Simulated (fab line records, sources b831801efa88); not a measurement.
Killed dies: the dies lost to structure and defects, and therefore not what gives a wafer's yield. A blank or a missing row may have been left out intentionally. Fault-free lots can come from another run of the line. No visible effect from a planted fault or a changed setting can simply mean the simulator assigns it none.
The tool behind it: which one? + flow sky130 + 72 wafers from 24 lots sampled at 6 of the route's 708 steps

WHAT THE GAUGES SHOWED, per wafer
SKY_CONTACT_THK_MEAS_26: measures by xrf. Usual: CONTACT_W_THK typically reads 345 nm, with standard deviation 6.8.
| lot  | measured     | on           | CONTACT_W_THK (nm) | flag |
|------|--------------|--------------|--------------------|------|
| L074 | day 32 04:54 | filmMetro-03 | 353 355 343        |      |
| L075 | day 32 23:40 | filmMetro-02 | 355 350 350        |      |
| L077 | day 33 01:38 | filmMetro-01 | 335 331 338        |      |
| L076 | day 33 04:39 | filmMetro-01 | 335 339 339        |      |
| L079 | day 33 17:45 | filmMetro-01 | 344 345 337        |      |
| L078 | day 34 00:13 | filmMetro-03 | 353 355 348        |      |
| L080 | day 33 21:03 | filmMetro-03 | 349 346 350        |      |
| L081 | day 34 06:08 | filmMetro-01 | 337 349 339        |      |
| L082 | day 34 10:56 | filmMetro-01 | 349 338 338        |      |
| L083 | day 35 01:54 | filmMetro-01 | 337 339 353        |      |
| L084 | day 35 08:02 | filmMetro-01 | 353 337 351        |      |
| L085 | day 35 16:30 | filmMetro-02 | 345 348 349        |      |
| L086 | day 35 19:46 | filmMetro-03 | 344 346 340        |      |
| L087 | day 35 18:28 | filmMetro-01 | 336 344 335        |      |
| L088 | day 36 14:21 | filmMetro-02 | 364 347 360        |      |
| L089 | day 36 19:31 | filmMetro-03 | 353 353 348        |      |
| L090 | day 37 05:44 | filmMetro-01 | 332 332 334        |      |
| L091 | day 37 06:05 | filmMetro-03 | 343 341 346        |      |
| L092 | day 37 18:43 | filmMetro-01 | 335 338 341        |      |
| L093 | day 37 21:55 | filmMetro-02 | 346 351 343        |      |
| L094 | day 38 04:02 | filmMetro-03 | 343 344 346        |      |
| L095 | day 38 06:06 | filmMetro-03 | 340 349 350        |      |
| L096 | day 38 18:12 | filmMetro-02 | 351 348 351        |      |
| L097 | day 38 22:50 | filmMetro-01 | 341 338 332        |      |

SKY_VIA1_OVL_MEAS_13. Usual: VIA1_OVL typically reads -2 nm, with standard deviation 5.4.
| lot  | measured     | on         | VIA1_OVL (nm) | flag |
|------|--------------|------------|---------------|------|
| L074 | day 34 12:30 | overlay-02 | -6 -2 2       |      |
| L075 | day 35 06:45 | overlay-02 | -2 -11 -11    |      |
| L077 | day 35 08:58 | overlay-02 | 1 -7 -10      |      |
| L076 | day 35 12:06 | overlay-02 | -5 0 -2       |      |
| L079 | day 36 00:27 | overlay-02 | -8 -7 -4      |      |
| L078 | day 36 07:23 | overlay-02 | -4 0 -1       |      |
| L080 | day 36 04:18 | overlay-02 | -2 -5 -3      |      |
| L081 | day 36 12:40 | overlay-02 | 1 0 3         |      |
| L082 | day 36 17:22 | overlay-01 | -3 -8 -8      |      |
| L083 | day 37 09:09 | overlay-01 | -4 -6 -5      |      |
| L084 | day 37 14:36 | overlay-01 | -1 -7 -2      |      |
| L085 | day 37 23:30 | overlay-02 | -4 -3 -9      |      |
| L086 | day 38 02:11 | overlay-01 | -5 -6 -2      |      |
| L087 | day 38 00:27 | overlay-01 | 3 1 -1        |      |
| L088 | day 38 20:48 | overlay-02 | -5 4 -4       |      |
| L089 | day 39 00:32 | overlay-02 | 3 -1 -5       |      |
| L090 | day 39 10:07 | overlay-01 | 0 3 -5        |      |
| L091 | day 39 11:16 | overlay-01 | -1 0 -2       |      |
| L092 | day 39 23:29 | overlay-02 | -8 2 8        |      |
| L093 | day 40 02:36 | overlay-02 | 2 1 9         |      |
| L094 | day 40 07:42 | overlay-02 | 3 -7 -1       |      |
| L095 | day 40 09:50 | overlay-02 | 1 -3 -3       |      |
| L096 | day 40 21:24 | overlay-02 | -2 -4 3       |      |
| L097 | day 41 02:04 | overlay-01 | 5 4 11        |      |

EACH LOT AND THE TOOL THAT RAN IT (in order: tool; ch and the chambers of the sampled wafers; start)
| lot  | SKY_VT_ADJUST_HVTR_STRIP_10         | SKY_POLY_GATE_ETCH_16             | SKY_POLY_GATE_ETCH_17           | SKY_LOCAL_INTERCONNECT_STRIP_15     |
|------|-------------------------------------|-----------------------------------|---------------------------------|-------------------------------------|
| L074 | plasmaAsher-04 ch 0,1, day 9 20:35  | rieDiel-02 ch 1,2,3, day 16 20:16 | rieSi-02 ch 0,1,2, day 16 20:22 | plasmaAsher-01 ch 0,1, day 30 22:51 |
| L075 | plasmaAsher-01 ch 0,1, day 10 16:08 | rieDiel-03 ch 1,2, day 17 20:46   | rieSi-01 ch 0,1,3, day 17 20:52 | plasmaAsher-03 ch 0, day 31 18:12   |
| L077 | plasmaAsher-04 ch 0,1, day 10 16:25 | rieDiel-02 ch 1,2, day 17 22:37   | rieSi-02 ch 0,1,2, day 17 22:43 | plasmaAsher-03 ch 0,1, day 31 20:28 |
| L076 | plasmaAsher-04 ch 0,1, day 10 18:41 | rieDiel-03 ch 0,1, day 17 23:06   | rieSi-01 ch 0,1,3, day 17 23:12 | plasmaAsher-04 ch 0,1, day 31 23:21 |
| L079 | plasmaAsher-03 ch 0,1, day 11 09:22 | rieDiel-03 ch 1,2,3, day 18 15:28 | rieSi-01 ch 0,2,3, day 18 15:34 | plasmaAsher-03 ch 0,1, day 32 13:23 |
| L078 | plasmaAsher-03 ch 0,1, day 11 13:23 | rieDiel-01 ch 0,2, day 19 00:58   | rieSi-01 ch 0,1, day 19 01:04   | plasmaAsher-01 ch 0,1, day 32 19:33 |
| L080 | plasmaAsher-03 ch 0,1, day 11 13:38 | rieDiel-01 ch 2,3, day 18 22:01   | rieSi-02 ch 0,1,3, day 18 22:07 | plasmaAsher-04 ch 0,1, day 32 15:48 |
| L081 | plasmaAsher-04 ch 0,1, day 11 20:16 | rieDiel-03 ch 0,2,3, day 19 09:04 | rieSi-02 ch 0,1,3, day 19 09:10 | plasmaAsher-04 ch 0,1, day 33 00:58 |
| L082 | plasmaAsher-01 ch 0,1, day 11 20:29 | rieDiel-02 ch 0,1,2, day 19 09:16 | rieSi-01 ch 0,2,3, day 19 09:22 | plasmaAsher-04 ch 0,1, day 33 05:03 |
| L083 | plasmaAsher-01 ch 1, day 12 10:52   | rieDiel-02 ch 0,1, day 20 06:04   | rieSi-01 ch 1,2,3, day 20 06:10 | plasmaAsher-04 ch 0,1, day 33 20:50 |
| L084 | plasmaAsher-03 ch 0,1, day 12 12:16 | rieDiel-03 ch 1,2, day 20 12:13   | rieSi-01 ch 0,1,2, day 20 12:19 | plasmaAsher-04 ch 0,1, day 34 03:57 |
| L085 | plasmaAsher-04 ch 0,1, day 12 23:31 | rieDiel-03 ch 0,3, day 20 21:31   | rieSi-01 ch 0,1,2, day 20 21:37 | plasmaAsher-04 ch 0,1, day 34 12:31 |
| L086 | plasmaAsher-04 ch 0, day 13 04:49   | rieDiel-01 ch 0,1,2, day 21 05:37 | rieSi-01 ch 0,1,2, day 21 05:43 | plasmaAsher-03 ch 0,1, day 34 15:00 |
| L087 | plasmaAsher-03 ch 0,1, day 13 06:14 | rieDiel-02 ch 1,2, day 21 04:07   | rieSi-02 ch 0,3, day 21 04:13   | plasmaAsher-03 ch 0,1, day 34 13:45 |
| L088 | plasmaAsher-01 ch 0,1, day 14 02:56 | rieDiel-03 ch 0,1,3, day 22 00:43 | rieSi-02 ch 0,2,3, day 22 00:49 | plasmaAsher-04 ch 0,1, day 35 09:59 |
| L089 | plasmaAsher-04 ch 0,1, day 14 08:13 | rieDiel-01 ch 0,1,2, day 22 07:58 | rieSi-01 ch 2,3, day 22 08:04   | plasmaAsher-04 ch 0,1, day 35 14:14 |
| L090 | plasmaAsher-01 ch 1, day 14 17:49   | rieDiel-03 ch 0,1,3, day 22 19:19 | rieSi-02 ch 0,1,3, day 22 19:25 | plasmaAsher-03 ch 0,1, day 36 01:25 |
| L091 | plasmaAsher-01 ch 0,1, day 15 01:34 | rieDiel-01 ch 1,2,3, day 22 22:19 | rieSi-01 ch 0,1,2, day 22 22:25 | plasmaAsher-04 ch 0,1, day 36 01:41 |
| L092 | plasmaAsher-01 ch 0,1, day 15 04:19 | rieDiel-01 ch 1,2, day 23 07:13   | rieSi-02 ch 0,1,2, day 23 07:19 | plasmaAsher-04 ch 0,1, day 36 13:27 |
| L093 | plasmaAsher-03 ch 0,1, day 15 12:55 | rieDiel-03 ch 0,1,2, day 23 13:28 | rieSi-01 ch 1,2,3, day 23 13:34 | plasmaAsher-03 ch 0,1, day 36 17:24 |
| L094 | plasmaAsher-04 ch 0,1, day 15 21:28 | rieDiel-03 ch 1,3, day 23 22:49   | rieSi-02 ch 1,2, day 23 22:55   | plasmaAsher-01 ch 0, day 36 23:57   |
| L095 | plasmaAsher-01 ch 0,1, day 15 23:59 | rieDiel-01 ch 0,1,2, day 24 02:07 | rieSi-01 ch 1,2, day 24 02:13   | plasmaAsher-01 ch 0,1, day 37 02:23 |
| L096 | plasmaAsher-04 ch 0, day 16 08:50   | rieDiel-01 ch 1,2,3, day 24 14:22 | rieSi-02 ch 0,2,3, day 24 14:28 | plasmaAsher-03 ch 0,1, day 37 15:07 |
| L097 | plasmaAsher-03 ch 0,1, day 16 14:34 | rieDiel-01 ch 0,1,2, day 24 18:28 | rieSi-01 ch 0,3, day 24 18:34   | plasmaAsher-04 ch 0,1, day 37 19:11 |
- SKY_VT_ADJUST_HVTR_STRIP_10: strips in O2/N2.
- SKY_POLY_GATE_ETCH_16: etches Si3N4 in CH3F/O2, stops on poly-Si, time 147.5 s, target depth 75 nm.
- SKY_POLY_GATE_ETCH_17: etches poly-Si in HBr/Cl2, stops on SiO2, target depth 180 nm, time 70.5 s.
- SKY_LOCAL_INTERCONNECT_STRIP_15: strips in O2/N2.

AS READ BY THE TOOLS THEMSELVES (means over the sampled wafers that have a number; for cases with no such wafer, the mark the record gives instead)
SKY_VT_ADJUST_HVTR_STRIP_10. Usual: drypumpMotorCurrentA 5.9 A, standard deviation 0.37; oesProductAu 0.716 a.u., standard deviation 0.0043; stripTimeToEndpointS 14.21 s, standard deviation 0.04.
| lot  | tool           | drypumpMotorCurrentA (A) | oesProductAu (a.u.) | stripTimeToEndpointS (s) | flag |
|------|----------------|--------------------------|---------------------|--------------------------|------|
| L074 | plasmaAsher-04 | 5.5                      | 0.717               | 14.16                    |      |
| L075 | plasmaAsher-01 | 6.2                      | 0.712               | 14.16                    |      |
| L077 | plasmaAsher-04 | 5.5                      | 0.713               | 14.28                    |      |
| L076 | plasmaAsher-04 | 5.5                      | 0.717               | 14.17                    |      |
| L079 | plasmaAsher-03 | 5.9                      | 0.717               | 14.25                    |      |
| L078 | plasmaAsher-03 | 5.6                      | 0.719               | 14.20                    |      |
| L080 | plasmaAsher-03 | 5.9                      | 0.719               | 14.21                    |      |
| L081 | plasmaAsher-04 | 5.7                      | 0.717               | 14.19                    |      |
| L082 | plasmaAsher-01 | 6.2                      | 0.715               | 14.23                    |      |
| L083 | plasmaAsher-01 | 6.1                      | 0.715               | 14.25                    |      |
| L084 | plasmaAsher-03 | 5.9                      | 0.717               | 14.23                    |      |
| L085 | plasmaAsher-04 | 5.5                      | 0.714               | 14.27                    |      |
| L086 | plasmaAsher-04 | 5.4                      | 0.713               | 14.26                    |      |
| L087 | plasmaAsher-03 | 5.9                      | 0.720               | 14.20                    |      |
| L088 | plasmaAsher-01 | 6.2                      | 0.716               | 14.21                    |      |
| L089 | plasmaAsher-04 | 5.5                      | 0.721               | 14.22                    |      |
| L090 | plasmaAsher-01 | 6.1                      | 0.719               | 14.22                    |      |
| L091 | plasmaAsher-01 | 6.2                      | 0.713               | 14.18                    |      |
| L092 | plasmaAsher-01 | 6.2                      | 0.710               | 14.19                    |      |
| L093 | plasmaAsher-03 | 5.9                      | 0.715               | 14.21                    |      |
| L094 | plasmaAsher-04 | 5.5                      | 0.714               | 14.20                    |      |
| L095 | plasmaAsher-01 | 6.2                      | 0.714               | 14.26                    |      |
| L096 | plasmaAsher-04 | 5.4                      | 0.715               | 14.15                    |      |
| L097 | plasmaAsher-03 | 5.9                      | 0.716               | 14.14                    |      |

SKY_POLY_GATE_ETCH_16. Usual: drypumpMotorCurrentA 6.0 A, standard deviation 0.5; oesProductAu 0.641 a.u., standard deviation 0.0048; throttleValvePct 10.535 %, standard deviation 0.0085.
| lot  | tool       | drypumpMotorCurrentA (A) | oesProductAu (a.u.) | throttleValvePct (%) | flag |
|------|------------|--------------------------|---------------------|----------------------|------|
| L074 | rieDiel-02 | 6.0                      | 0.644               | 10.525               |      |
| L075 | rieDiel-03 | 6.0                      | 0.639               | 10.533               |      |
| L077 | rieDiel-02 | 6.3                      | 0.642               | 10.533               |      |
| L076 | rieDiel-03 | 6.0                      | 0.639               | 10.544               |      |
| L079 | rieDiel-03 | 6.2                      | 0.643               | 10.537               |      |
| L078 | rieDiel-01 | 6.0                      | 0.639               | 10.539               |      |
| L080 | rieDiel-01 | 5.8                      | 0.637               | 10.535               |      |
| L081 | rieDiel-03 | 5.8                      | 0.638               | 10.538               |      |
| L082 | rieDiel-02 | 6.2                      | 0.638               | 10.544               |      |
| L083 | rieDiel-02 | 6.0                      | 0.636               | 10.543               |      |
| L084 | rieDiel-03 | 6.1                      | 0.641               | 10.541               |      |
| L085 | rieDiel-03 | 5.7                      | 0.640               | 10.537               |      |
| L086 | rieDiel-01 | 6.2                      | 0.644               | 10.545               |      |
| L087 | rieDiel-02 | 6.4                      | 0.639               | 10.535               |      |
| L088 | rieDiel-03 | 6.0                      | 0.638               | 10.531               |      |
| L089 | rieDiel-01 | 6.2                      | 0.644               | 10.535               |      |
| L090 | rieDiel-03 | 6.0                      | 0.644               | 10.543               |      |
| L091 | rieDiel-01 | 6.0                      | 0.645               | 10.534               |      |
| L092 | rieDiel-01 | 6.3                      | 0.641               | 10.535               |      |
| L093 | rieDiel-03 | 5.8                      | 0.643               | 10.539               |      |
| L094 | rieDiel-03 | 6.4                      | 0.641               | 10.534               |      |
| L095 | rieDiel-01 | 6.2                      | 0.638               | 10.538               |      |
| L096 | rieDiel-01 | 6.0                      | 0.639               | 10.538               |      |
| L097 | rieDiel-01 | 6.2                      | 0.642               | 10.537               |      |

SKY_POLY_GATE_ETCH_17. Usual: drypumpMotorCurrentA 5.4 A, standard deviation 0.48; oesProductAu 0.985 a.u., standard deviation 0.0076; throttleValvePct 33.685 %, standard deviation 0.0094.
| lot  | tool     | drypumpMotorCurrentA (A) | oesProductAu (a.u.) | throttleValvePct (%) | flag |
|------|----------|--------------------------|---------------------|----------------------|------|
| L074 | rieSi-02 | 5.1                      | 0.994               | 33.684               |      |
| L075 | rieSi-01 | 5.7                      | 0.982               | 33.690               |      |
| L077 | rieSi-02 | 5.1                      | 0.986               | 33.679               |      |
| L076 | rieSi-01 | 5.7                      | 0.994               | 33.671               |      |
| L079 | rieSi-01 | 5.7                      | 0.983               | 33.687               |      |
| L078 | rieSi-01 | 5.6                      | 0.991               | 33.690               |      |
| L080 | rieSi-02 | 5.1                      | 0.986               | 33.700               |      |
| L081 | rieSi-02 | 5.1                      | 0.984               | 33.679               |      |
| L082 | rieSi-01 | 5.7                      | 0.976               | 33.683               |      |
| L083 | rieSi-01 | 5.9                      | 0.981               | 33.685               |      |
| L084 | rieSi-01 | 5.6                      | 0.992               | 33.684               |      |
| L085 | rieSi-01 | 5.7                      | 0.992               | 33.688               |      |
| L086 | rieSi-01 | 5.6                      | 0.979               | 33.685               |      |
| L087 | rieSi-02 | 4.9                      | 0.980               | 33.686               |      |
| L088 | rieSi-02 | 4.9                      | 0.978               | 33.681               |      |
| L089 | rieSi-01 | 6.1                      | 0.978               | 33.693               |      |
| L090 | rieSi-02 | 5.1                      | 0.984               | 33.680               |      |
| L091 | rieSi-01 | 5.7                      | 0.985               | 33.680               |      |
| L092 | rieSi-02 | 5.1                      | 0.989               | 33.688               |      |
| L093 | rieSi-01 | 5.9                      | 0.983               | 33.684               |      |
| L094 | rieSi-02 | 5.3                      | 0.985               | 33.691               |      |
| L095 | rieSi-01 | 5.9                      | 0.973               | 33.680               |      |
| L096 | rieSi-02 | 4.9                      | 0.990               | 33.688               |      |
| L097 | rieSi-01 | 5.5                      | 0.975               | 33.680               |      |

SKY_LOCAL_INTERCONNECT_STRIP_15. Usual: drypumpMotorCurrentA 5.8 A, standard deviation 0.36; oesProductAu 0.427 a.u., standard deviation 0.0042; stripTimeToEndpointS 4.751 s, standard deviation 0.016.
| lot  | tool           | drypumpMotorCurrentA (A) | oesProductAu (a.u.) | stripTimeToEndpointS (s) | flag |
|------|----------------|--------------------------|---------------------|--------------------------|------|
| L074 | plasmaAsher-01 | 6.2                      | 0.429               | 4.748                    |      |
| L075 | plasmaAsher-03 | 6.2                      | 0.430               | 4.736                    |      |
| L077 | plasmaAsher-03 | 5.9                      | 0.432               | 4.758                    |      |
| L076 | plasmaAsher-04 | 5.5                      | 0.425               | 4.753                    |      |
| L079 | plasmaAsher-03 | 5.6                      | 0.430               | 4.759                    |      |
| L078 | plasmaAsher-01 | 6.3                      | 0.426               | 4.743                    |      |
| L080 | plasmaAsher-04 | 5.7                      | 0.428               | 4.728                    |      |
| L081 | plasmaAsher-04 | 5.7                      | 0.429               | 4.754                    |      |
| L082 | plasmaAsher-04 | 5.7                      | 0.426               | 4.748                    |      |
| L083 | plasmaAsher-04 | 5.5                      | 0.430               | 4.758                    |      |
| L084 | plasmaAsher-04 | 5.5                      | 0.427               | 4.764                    |      |
| L085 | plasmaAsher-04 | 5.7                      | 0.427               | 4.771                    |      |
| L086 | plasmaAsher-03 | 5.9                      | 0.430               | 4.751                    |      |
| L087 | plasmaAsher-03 | 5.9                      | 0.428               | 4.749                    |      |
| L088 | plasmaAsher-04 | 5.5                      | 0.424               | 4.764                    |      |
| L089 | plasmaAsher-04 | 5.7                      | 0.426               | 4.760                    |      |
| L090 | plasmaAsher-03 | 5.6                      | 0.425               | 4.718                    |      |
| L091 | plasmaAsher-04 | 5.7                      | 0.426               | 4.754                    |      |
| L092 | plasmaAsher-04 | 5.7                      | 0.427               | 4.749                    |      |
| L093 | plasmaAsher-03 | 5.6                      | 0.424               | 4.749                    |      |
| L094 | plasmaAsher-01 | 6.3                      | 0.429               | 4.766                    |      |
| L095 | plasmaAsher-01 | 6.2                      | 0.424               | 4.770                    |      |
| L096 | plasmaAsher-03 | 5.6                      | 0.430               | 4.729                    |      |
| L097 | plasmaAsher-04 | 5.6                      | 0.427               | 4.752                    |      |

THE ANSWER, worked out from the rows above alone
Rule: lot off if the mean of its wafers having a number is beyond 3 standard deviations from the usual mean. A lot without any number at a reading at which 4 lots or more have one is off too. Any other lot the step has rows for is counted as sound. The gauges are gone through in route order, then the tools' own readings, and for those a lot's mean is taken as printed above. The first step at which some lot is off is used, and at that step the reading that is off furthest; a lot without a number counts as furthest.
Nothing can be told from this: no lot is off at any reading shown.

WHAT HAD BEEN PUT IN BY THE SIMULATOR
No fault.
